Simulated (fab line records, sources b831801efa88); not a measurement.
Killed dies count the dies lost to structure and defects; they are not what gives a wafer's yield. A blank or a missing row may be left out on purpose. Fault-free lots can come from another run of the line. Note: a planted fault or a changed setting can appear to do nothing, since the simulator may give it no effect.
The tool behind it: which one? :: flow sky130 :: 72 wafers from 24 lots sampled at 5 of the route's 708 steps

== WHAT THE GAUGES READ, wafer by wafer ==
SKY_METAL1_OVL_MEAS_16. Usual: METAL1_OVL 3 nm, standard deviation 4.8.
lot: L074
measured: day 32 16:59
on: overlay-02
METAL1_OVL (nm): -3 -2 2
flag: 

lot: L075
measured: day 33 02:56
on: overlay-01
METAL1_OVL (nm): 2 3 -4
flag: 

lot: L076
measured: day 33 12:20
on: overlay-01
METAL1_OVL (nm): -2 6 -2
flag: 

lot: L077
measured: day 34 02:44
on: overlay-01
METAL1_OVL (nm): 8 0 -1
flag: 

lot: L078
measured: day 34 03:29
on: overlay-02
METAL1_OVL (nm): -1 10 2
flag: 

lot: L079
measured: day 34 13:46
on: overlay-02
METAL1_OVL (nm): 1 9 10
flag: 

lot: L080
measured: day 35 03:19
on: overlay-01
METAL1_OVL (nm): 2 1 5
flag: 

lot: L081
measured: day 35 07:56
on: overlay-02
METAL1_OVL (nm): 2 12 3
flag: 

lot: L082
measured: day 36 04:05
on: overlay-02
METAL1_OVL (nm): -4 3 2
flag: 

lot: L084
measured: day 37 03:29
on: overlay-02
METAL1_OVL (nm): 5 10 10
flag: 

lot: L083
measured: day 37 04:43
on: overlay-02
METAL1_OVL (nm): 0 -5 -9
flag: 

lot: L085
measured: day 37 08:08
on: overlay-02
METAL1_OVL (nm): 11 5 7
flag: 

lot: L087
measured: day 37 08:46
on: overlay-01
METAL1_OVL (nm): 6 6 5
flag: 

lot: L086
measured: day 37 10:13
on: overlay-01
METAL1_OVL (nm): 7 10 2
flag: 

lot: L088
measured: day 37 12:35
on: overlay-01
METAL1_OVL (nm): 2 3 4
flag: 

lot: L089
measured: day 37 19:04
on: overlay-02
METAL1_OVL (nm): 8 8 7
flag: 

lot: L090
measured: day 38 03:11
on: overlay-02
METAL1_OVL (nm): -4 -8 -8
flag: 

lot: L092
measured: day 38 11:22
on: overlay-02
METAL1_OVL (nm): -4 -1 2
flag: 

lot: L091
measured: day 38 13:11
on: overlay-02
METAL1_OVL (nm): 2 -5 -2
flag: 

lot: L093
measured: day 38 18:43
on: overlay-01
METAL1_OVL (nm): 6 1 7
flag: 

lot: L094
measured: day 39 00:38
on: overlay-01
METAL1_OVL (nm): 4 9 6
flag: 

lot: L095
measured: day 39 11:50
on: overlay-01
METAL1_OVL (nm): -3 1 -2
flag: 

lot: L096
measured: day 39 18:23
on: overlay-02
METAL1_OVL (nm): 7 11 4
flag: 

lot: L097
measured: day 40 15:16
on: overlay-02
METAL1_OVL (nm): 3 8 3
flag: 

SKY_CAP2M_THK_MEAS_01. Usual: CAP2M_CVD_00_THK 15.44 nm, standard deviation 0.22.
lot: L074
measured: day 39 16:05
on: film-metro-03
CAP2M_CVD_00_THK (nm): 15.33 15.64 15.35
flag: 

lot: L075
measured: day 40 00:54
on: film-metro-01
CAP2M_CVD_00_THK (nm): 15.20 15.33 15.72
flag: 

lot: L076
measured: day 40 07:42
on: film-metro-01
CAP2M_CVD_00_THK (nm): 15.49 15.65 15.49
flag: 

lot: L077
measured: day 40 23:15
on: film-metro-03
CAP2M_CVD_00_THK (nm): 15.47 15.28 15.40
flag: 

lot: L078
measured: day 40 23:50
on: film-metro-01
CAP2M_CVD_00_THK (nm): 15.27 15.54 15.43
flag: 

lot: L079
measured: day 41 08:11
on: film-metro-01
CAP2M_CVD_00_THK (nm): 15.51 15.37 15.47
flag: 

lot: L080
measured: day 41 21:21
on: film-metro-03
CAP2M_CVD_00_THK (nm): 15.14 15.71 15.45
flag: 

lot: L081
measured: day 42 02:24
on: film-metro-01
CAP2M_CVD_00_THK (nm): 15.12 15.25 15.44
flag: 

lot: L082
measured: day 42 18:07
on: film-metro-01
CAP2M_CVD_00_THK (nm): 15.55 15.32 15.44
flag: 

lot: L084
measured: day 43 16:55
on: film-metro-04
CAP2M_CVD_00_THK (nm): 15.40 15.07 15.28
flag: 

lot: L083
measured: day 43 17:22
on: film-metro-03
CAP2M_CVD_00_THK (nm): 15.29 15.84 15.87
flag: 

lot: L085
measured: day 43 20:34
on: film-metro-03
CAP2M_CVD_00_THK (nm): 15.38 15.82 15.69
flag: 

lot: L087
measured: day 43 20:48
on: film-metro-03
CAP2M_CVD_00_THK (nm): 15.12 15.45 15.52
flag: 

lot: L086
measured: day 43 23:22
on: film-metro-03
CAP2M_CVD_00_THK (nm): 15.50 15.61 15.70
flag: 

lot: L088
measured: day 44 00:40
on: film-metro-04
CAP2M_CVD_00_THK (nm): 15.42 16.00 15.73
flag: 

lot: L089
measured: day 44 07:25
on: film-metro-04
CAP2M_CVD_00_THK (nm): 15.71 15.78 15.60
flag: 

lot: L090
measured: day 44 12:31
on: film-metro-01
CAP2M_CVD_00_THK (nm): 15.05 15.17 15.43
flag: 

lot: L092
measured: day 44 19:55
on: film-metro-04
CAP2M_CVD_00_THK (nm): 15.48 15.47 15.62
flag: 

lot: L091
measured: day 44 23:43
on: film-metro-01
CAP2M_CVD_00_THK (nm): 15.09 15.47 15.49
flag: 

lot: L093
measured: day 45 04:01
on: film-metro-04
CAP2M_CVD_00_THK (nm): 15.44 15.33 15.69
flag: 

lot: L094
measured: day 45 08:04
on: film-metro-04
CAP2M_CVD_00_THK (nm): 15.22 15.52 15.36
flag: 

lot: L095
measured: day 45 16:02
on: film-metro-01
CAP2M_CVD_00_THK (nm): 14.90 15.47 15.34
flag: 

lot: L096
measured: day 45 23:47
on: film-metro-04
CAP2M_CVD_00_THK (nm): 15.19 15.63 15.57
flag: 

lot: L097
measured: day 46 15:56
on: film-metro-04
CAP2M_CVD_00_THK (nm): 15.42 15.07 15.56
flag: 

== WHAT TOOL EACH LOT RAN ON (gives the tool, then ch and the chambers of the sampled wafers, and finally the start) ==
lot: L074
SKY_VIA3_CMP_02: cmp-02 ch 0,3, day 38 13:21
SKY_METAL4_SPUTTER_03: pvd-sputter-03, day 39 15:59
SKY_METAL4_SPUTTER_04: pvd-sputter-03, day 39 16:00

lot: L075
SKY_VIA3_CMP_02: cmp-01 ch 0,2,3, day 38 22:07
SKY_METAL4_SPUTTER_03: pvd-sputter-04, day 40 00:49
SKY_METAL4_SPUTTER_04: pvd-sputter-04, day 40 00:50

lot: L076
SKY_VIA3_CMP_02: cmp-02 ch 0,3, day 39 04:59
SKY_METAL4_SPUTTER_03: pvd-sputter-03, day 40 07:36
SKY_METAL4_SPUTTER_04: pvd-sputter-03, day 40 07:37

lot: L077
SKY_VIA3_CMP_02: cmp-01 ch 0,2,3, day 39 20:19
SKY_METAL4_SPUTTER_03: pvd-sputter-03, day 40 23:09
SKY_METAL4_SPUTTER_04: pvd-sputter-03, day 40 23:10

lot: L078
SKY_VIA3_CMP_02: cmp-02 ch 0,2,3, day 39 20:40
SKY_METAL4_SPUTTER_03: pvd-sputter-04, day 40 23:45
SKY_METAL4_SPUTTER_04: pvd-sputter-04, day 40 23:46

lot: L079
SKY_VIA3_CMP_02: cmp-02 ch 1,2,3, day 40 05:35
SKY_METAL4_SPUTTER_03: pvd-sputter-03, day 41 08:06
SKY_METAL4_SPUTTER_04: pvd-sputter-03, day 41 08:07

lot: L080
SKY_VIA3_CMP_02: cmp-01 ch 0,1,2, day 40 19:44
SKY_METAL4_SPUTTER_03: pvd-sputter-04, day 41 21:14
SKY_METAL4_SPUTTER_04: pvd-sputter-04, day 41 21:16

lot: L081
SKY_VIA3_CMP_02: cmp-02 ch 1,2,3, day 41 00:31
SKY_METAL4_SPUTTER_03: pvd-sputter-04, day 42 02:17
SKY_METAL4_SPUTTER_04: pvd-sputter-04, day 42 02:19

lot: L082
SKY_VIA3_CMP_02: cmp-02 ch 0,3, day 41 16:41
SKY_METAL4_SPUTTER_03: pvd-sputter-03, day 42 18:02
SKY_METAL4_SPUTTER_04: pvd-sputter-03, day 42 18:03

lot: L084
SKY_VIA3_CMP_02: cmp-02 ch 0,2,3, day 42 15:13
SKY_METAL4_SPUTTER_03: pvd-sputter-02, day 43 16:50
SKY_METAL4_SPUTTER_04: pvd-sputter-02, day 43 16:50

lot: L083
SKY_VIA3_CMP_02: cmp-01 ch 1,2,3, day 42 15:49
SKY_METAL4_SPUTTER_03: pvd-sputter-04, day 43 17:17
SKY_METAL4_SPUTTER_04: pvd-sputter-04, day 43 17:17

lot: L085
SKY_VIA3_CMP_02: cmp-02 ch 0,1,2, day 42 19:13
SKY_METAL4_SPUTTER_03: pvd-sputter-04, day 43 20:29
SKY_METAL4_SPUTTER_04: pvd-sputter-04, day 43 20:29

lot: L087
SKY_VIA3_CMP_02: cmp-01 ch 0,1,3, day 42 19:21
SKY_METAL4_SPUTTER_03: pvd-sputter-03, day 43 20:43
SKY_METAL4_SPUTTER_04: pvd-sputter-03, day 43 20:44

lot: L086
SKY_VIA3_CMP_02: cmp-02 ch 2,3, day 42 21:39
SKY_METAL4_SPUTTER_03: pvd-sputter-02, day 43 23:16
SKY_METAL4_SPUTTER_04: pvd-sputter-02, day 43 23:16

lot: L088
SKY_VIA3_CMP_02: cmp-01 ch 0,1,2, day 42 22:46
SKY_METAL4_SPUTTER_03: pvd-sputter-03, day 44 00:34
SKY_METAL4_SPUTTER_04: pvd-sputter-03, day 44 00:35

lot: L089
SKY_VIA3_CMP_02: cmp-01 ch 1,2, day 43 05:34
SKY_METAL4_SPUTTER_03: pvd-sputter-04, day 44 07:17
SKY_METAL4_SPUTTER_04: pvd-sputter-04, day 44 07:18

lot: L090
SKY_VIA3_CMP_02: cmp-01 ch 0,1,2, day 43 11:29
SKY_METAL4_SPUTTER_03: pvd-sputter-02, day 44 12:25
SKY_METAL4_SPUTTER_04: pvd-sputter-02, day 44 12:26

lot: L092
SKY_VIA3_CMP_02: cmp-01 ch 1,2, day 43 20:29
SKY_METAL4_SPUTTER_03: pvd-sputter-04, day 44 19:49
SKY_METAL4_SPUTTER_04: pvd-sputter-04, day 44 19:50

lot: L091
SKY_VIA3_CMP_02: cmp-02 ch 1,2, day 43 23:35
SKY_METAL4_SPUTTER_03: pvd-sputter-02, day 44 23:38
SKY_METAL4_SPUTTER_04: pvd-sputter-02, day 44 23:38

lot: L093
SKY_VIA3_CMP_02: cmp-02 ch 1,2,3, day 44 04:28
SKY_METAL4_SPUTTER_03: pvd-sputter-03, day 45 03:56
SKY_METAL4_SPUTTER_04: pvd-sputter-03, day 45 03:56

lot: L094
SKY_VIA3_CMP_02: cmp-01 ch 2,3, day 44 08:05
SKY_METAL4_SPUTTER_03: pvd-sputter-02, day 45 07:58
SKY_METAL4_SPUTTER_04: pvd-sputter-02, day 45 07:59

lot: L095
SKY_VIA3_CMP_02: cmp-02 ch 0,1, day 44 16:31
SKY_METAL4_SPUTTER_03: pvd-sputter-02, day 45 15:56
SKY_METAL4_SPUTTER_04: pvd-sputter-02, day 45 15:57

lot: L096
SKY_VIA3_CMP_02: cmp-01 ch 0,1, day 45 00:16
SKY_METAL4_SPUTTER_03: pvd-sputter-02, day 45 23:41
SKY_METAL4_SPUTTER_04: pvd-sputter-02, day 45 23:43

lot: L097
SKY_VIA3_CMP_02: cmp-02 ch 0,2,3, day 45 17:24
SKY_METAL4_SPUTTER_03: pvd-sputter-04, day 46 15:50
SKY_METAL4_SPUTTER_04: pvd-sputter-04, day 46 15:52
- SKY_VIA3_CMP_02: polishes SiO2.
- SKY_METAL4_SPUTTER_03: material Ti, target thk 5 nm, time 3.3 s.
- SKY_METAL4_SPUTTER_04: material TiN, target thk 70 nm, time 58.3 s.

== AS READ BY THE TOOLS THEMSELVES (means over the sampled wafers that have a number; for cases with no such wafer, the mark the record gives instead) ==
SKY_VIA3_CMP_02. Usual: 12.2 A for motor-current-A, sd 1.1.
lot: L074
tool: cmp-02
motor-current-A (A): 13.5
flag: 

lot: L075
tool: cmp-01
motor-current-A (A): 11.6
flag: 

lot: L076
tool: cmp-02
motor-current-A (A): 13.5
flag: 

lot: L077
tool: cmp-01
motor-current-A (A): 12.0
flag: 

lot: L078
tool: cmp-02
motor-current-A (A): 12.7
flag: 

lot: L079
tool: cmp-02
motor-current-A (A): 11.6
flag: 

lot: L080
tool: cmp-01
motor-current-A (A): 12.4
flag: 

lot: L081
tool: cmp-02
motor-current-A (A): 11.9
flag: 

lot: L082
tool: cmp-02
motor-current-A (A): 13.7
flag: 

lot: L084
tool: cmp-02
motor-current-A (A): 12.7
flag: 

lot: L083
tool: cmp-01
motor-current-A (A): 12.1
flag: 

lot: L085
tool: cmp-02
motor-current-A (A): 12.0
flag: 

lot: L087
tool: cmp-01
motor-current-A (A): 12.1
flag: 

lot: L086
tool: cmp-02
motor-current-A (A): 11.9
flag: 

lot: L088
tool: cmp-01
motor-current-A (A): 12.1
flag: 

lot: L089
tool: cmp-01
motor-current-A (A): 12.2
flag: 

lot: L090
tool: cmp-01
motor-current-A (A): 12.4
flag: 

lot: L092
tool: cmp-01
motor-current-A (A): 12.5
flag: 

lot: L091
tool: cmp-02
motor-current-A (A): 11.0
flag: 

lot: L093
tool: cmp-02
motor-current-A (A): 11.3
flag: 

lot: L094
tool: cmp-01
motor-current-A (A): 12.2
flag: 

lot: L095
tool: cmp-02
motor-current-A (A): 12.3
flag: 

lot: L096
tool: cmp-01
motor-current-A (A): 12.2
flag: 

lot: L097
tool: cmp-02
motor-current-A (A): 12.7
flag: 

SKY_METAL4_SPUTTER_03. Usual: 30.0 % for throttle-valve-pct, sd 0.86.
lot: L074
tool: pvd-sputter-03
throttle-valve-pct (%): 30.6
flag: 

lot: L075
tool: pvd-sputter-04
throttle-valve-pct (%): 30.2
flag: 

lot: L076
tool: pvd-sputter-03
throttle-valve-pct (%): 30.3
flag: 

lot: L077
tool: pvd-sputter-03
throttle-valve-pct (%): 30.4
flag: 

lot: L078
tool: pvd-sputter-04
throttle-valve-pct (%): 30.4
flag: 

lot: L079
tool: pvd-sputter-03
throttle-valve-pct (%): 30.4
flag: 

lot: L080
tool: pvd-sputter-04
throttle-valve-pct (%): 29.6
flag: 

lot: L081
tool: pvd-sputter-04
throttle-valve-pct (%): 29.2
flag: 

lot: L082
tool: pvd-sputter-03
throttle-valve-pct (%): 30.8
flag: 

lot: L084
tool: pvd-sputter-02
throttle-valve-pct (%): 29.6
flag: 

lot: L083
tool: pvd-sputter-04
throttle-valve-pct (%): 29.7
flag: 

lot: L085
tool: pvd-sputter-04
throttle-valve-pct (%): 29.7
flag: 

lot: L087
tool: pvd-sputter-03
throttle-valve-pct (%): 30.7
flag: 

lot: L086
tool: pvd-sputter-02
throttle-valve-pct (%): 29.1
flag: 

lot: L088
tool: pvd-sputter-03
throttle-valve-pct (%): 30.4
flag: 

lot: L089
tool: pvd-sputter-04
throttle-valve-pct (%): 30.4
flag: 

lot: L090
tool: pvd-sputter-02
throttle-valve-pct (%): 29.1
flag: 

lot: L092
tool: pvd-sputter-04
throttle-valve-pct (%): 29.7
flag: 

lot: L091
tool: pvd-sputter-02
throttle-valve-pct (%): 29.4
flag: 

lot: L093
tool: pvd-sputter-03
throttle-valve-pct (%): 30.4
flag: 

lot: L094
tool: pvd-sputter-02
throttle-valve-pct (%): 29.1
flag: 

lot: L095
tool: pvd-sputter-02
throttle-valve-pct (%): 29.8
flag: 

lot: L096
tool: pvd-sputter-02
throttle-valve-pct (%): 29.8
flag: 

lot: L097
tool: pvd-sputter-04
throttle-valve-pct (%): 30.0
flag: 

SKY_METAL4_SPUTTER_04. Usual: 30.0 % for throttle-valve-pct, sd 0.83.
lot: L074
tool: pvd-sputter-03
throttle-valve-pct (%): 30.7
flag: 

lot: L075
tool: pvd-sputter-04
throttle-valve-pct (%): 30.3
flag: 

lot: L076
tool: pvd-sputter-03
throttle-valve-pct (%): 30.1
flag: 

lot: L077
tool: pvd-sputter-03
throttle-valve-pct (%): 30.5
flag: 

lot: L078
tool: pvd-sputter-04
throttle-valve-pct (%): 30.2
flag: 

lot: L079
tool: pvd-sputter-03
throttle-valve-pct (%): 30.2
flag: 

lot: L080
tool: pvd-sputter-04
throttle-valve-pct (%): 29.7
flag: 

lot: L081
tool: pvd-sputter-04
throttle-valve-pct (%): 29.3
flag: 

lot: L082
tool: pvd-sputter-03
throttle-valve-pct (%): 30.6
flag: 

lot: L084
tool: pvd-sputter-02
throttle-valve-pct (%): 29.8
flag: 

lot: L083
tool: pvd-sputter-04
throttle-valve-pct (%): 29.7
flag: 

lot: L085
tool: pvd-sputter-04
throttle-valve-pct (%): 29.7
flag: 

lot: L087
tool: pvd-sputter-03
throttle-valve-pct (%): 30.7
flag: 

lot: L086
tool: pvd-sputter-02
throttle-valve-pct (%): 29.3
flag: 

lot: L088
tool: pvd-sputter-03
throttle-valve-pct (%): 30.3
flag: 

lot: L089
tool: pvd-sputter-04
throttle-valve-pct (%): 30.3
flag: 

lot: L090
tool: pvd-sputter-02
throttle-valve-pct (%): 29.2
flag: 

lot: L092
tool: pvd-sputter-04
throttle-valve-pct (%): 29.7
flag: 

lot: L091
tool: pvd-sputter-02
throttle-valve-pct (%): 29.2
flag: 

lot: L093
tool: pvd-sputter-03
throttle-valve-pct (%): 30.2
flag: 

lot: L094
tool: pvd-sputter-02
throttle-valve-pct (%): 29.0
flag: 

lot: L095
tool: pvd-sputter-02
throttle-valve-pct (%): 29.8
flag: 

lot: L096
tool: pvd-sputter-02
throttle-valve-pct (%): 29.7
flag: 

lot: L097
tool: pvd-sputter-04
throttle-valve-pct (%): 29.8
flag: 

== THE ANSWER, worked out from the rows above alone ==
Rule: take the mean of a lot's wafers that have a number; if it is more than 3 standard deviations from the usual mean, the lot is off. A lot without any number at a reading at which 4 lots or more have one is off too. The other lots that the step has rows for count as sound. The gauges are gone through in route order, then the tools' own readings, and for those a lot's mean is taken as printed above. At the first step where some lot is off, the reading lying furthest off is the one used; lots without a number count as furthest.
None of the lots is off at any reading shown; this tells nothing.

== WHAT HAD BEEN PUT IN BY THE SIMULATOR ==
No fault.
